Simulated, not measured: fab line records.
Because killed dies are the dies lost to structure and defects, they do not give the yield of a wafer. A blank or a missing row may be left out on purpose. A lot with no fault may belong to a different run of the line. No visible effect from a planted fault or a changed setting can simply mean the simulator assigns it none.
Struck lot and sound lot, side by side ; flow sky130 ; 16 steps out of a route of 708
Sound: wafers L798.1, L798.3, L798.5. Struck: wafers L796.1, L796.2, L796.3. The cause is given at the end.
Order at every step that has rows: each side's tool, ch and its chambers, its first start. Under that, the readings that differ: sound wafers ; struck wafers ; difference of the means ; sigmas: that difference in standard deviations of wafers without a fault.
alike: words and numbers the same on both sides, and readings whose means are apart by under 2 such deviations; not compared: readings that were withheld, readings missing a value for some wafer, numbers with overlapping values and no deviation given by the record, and bounds like >300 which may hide the same value.
A row with sigmas, a row that says differs or no value, or rows on one side alone: a step with any of these is where the two part. Numbers that have no deviation but don't overlap get no sigmas and don't part them. Lack of a reading on every wafer of one side parts them only where that side has two or more wafers.

first, 2 steps without rows for these wafers: SKY_NWELL_IMPLANT_12; SKY_NWELL_IMPLANT_13.
SKY_NWELL_STRIP_14: strips in O2/N2.
  sound on plasmaAsher-04 ch 0,1, day 7 05:06; struck on plasmaAsher-04 ch 0,1, day 6 17:03
  alike: chamberPressureMTorr, drypumpMotorCurrentA, oesProductAu, stripTimeToEndpointS
  not compared: rfHoursCounterH
SKY_NWELL_TW_MEAS_15:
  sound on filmMetro-03, day 7 05:12; struck on filmMetro-01, day 6 17:09
  alike: NWELL_TW
then, 7 steps without rows for these wafers: SKY_NWELL_DEHYDRATE_16 (time 60 s); SKY_NWELL_HMDS_17 (prime time 60 s); SKY_NWELL_COAT_18 (resist thk 3000 nm); SKY_NWELL_SOFTBAKE_19; SKY_NWELL_EXPOSE_20 (exposes mask NWM COMPLEMENT, target cd 840 nm); SKY_NWELL_PEB_21; SKY_NWELL_DEVELOP_22 (develop time 60 s).
SKY_NWELL_OVL_MEAS_23:
  sound on overlay-01, day 8 01:07; struck on overlay-02, day 7 12:44
  alike: NWELL_01_OVL
SKY_NWELL_IMPLANT_24:
  sound on implanter-03 ch 0, day 8 01:09; struck on implanter-02 ch 0, day 7 12:48
reading;sound;struck;difference;sigmas
doseIonsCm2;9.206e+12 9.204e+12 9.208e+12;1.086e+13 1.0877e+13 1.0865e+13;+1.661e+12;+99 or more
faradayCurrentUA;51.6 52.3 51.7;60.7 62.5 61.6;+9.7;+10
SKY_NWELL_STRIP_25: strips in O2/N2.
  sound on plasmaAsher-03 ch 0,1, day 8 01:18; struck on plasmaAsher-03 ch 0,1, day 7 12:57
  alike: chamberPressureMTorr, drypumpMotorCurrentA, oesProductAu, stripTimeToEndpointS
  not compared: rfHoursCounterH
SKY_NWELL_TW_MEAS_26:
  sound on filmMetro-03, day 8 01:24; struck on filmMetro-01, day 7 13:18
reading;sound;struck;difference;sigmas
NWELL_2_TW;505 505 502;525 530 529;+24;+6
  not compared: hold
-- the record jumps here: 41 days lie between the struck wafers' starts before and after (it left off in module NWELL and takes up again in module PAD_OPEN, whose first step shown is number 708 of the route) --
SKY_PAD_OPEN_PROBE_99:
  sound on prober-01, day 48 10:52; struck on prober-01, day 48 07:37
reading;sound;struck;difference;sigmas
model.etest.pfet_16v.rOnOhmUm;1.546e+04 1.471e+04 1.468e+04;1.337e+04 1.383e+04 1.393e+04;-1.240e+03;
model.etest.resPwellUnderGate.rsOhmSq;2267 2264 2258;2042 2037 2022;-229;
model.etest.pfet_16v.driveUaUm;244.9 250.6 255.1;265.3 263.8 262;+13.5;
model.etest.nfet_05v0_nvt.bodyRiseV (V);0.4002 0.3947 0.3924;0.404 0.4057 0.4066;+0.010;
  alike: killed_at_M0_to_M3, killed_at_M4_up, killedAtContacts, killedAtFrontEnd, killedAtOther, killedDies, killedOpen, killedShort
  not compared: model.etest.fieldN.vtV, model.etest.nfet_05v0_nvt.vtSatV, model.etest.nfet_05v0_nvt.vtV, model.etest.nfet_05v0_nvt.vtLongV

== WHERE THEY PART ==
Last at SKY_NWELL_TW_MEAS_26 as far as this record goes, first at SKY_NWELL_IMPLANT_24. Later steps at which nothing parts them and some readings are alike: SKY_PAD_OPEN_PROBE_99.

WHY: whatever the simulator had introduced
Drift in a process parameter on implanter-02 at SKY_NWELL_IMPLANT_24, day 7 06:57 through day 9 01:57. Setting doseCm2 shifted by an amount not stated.
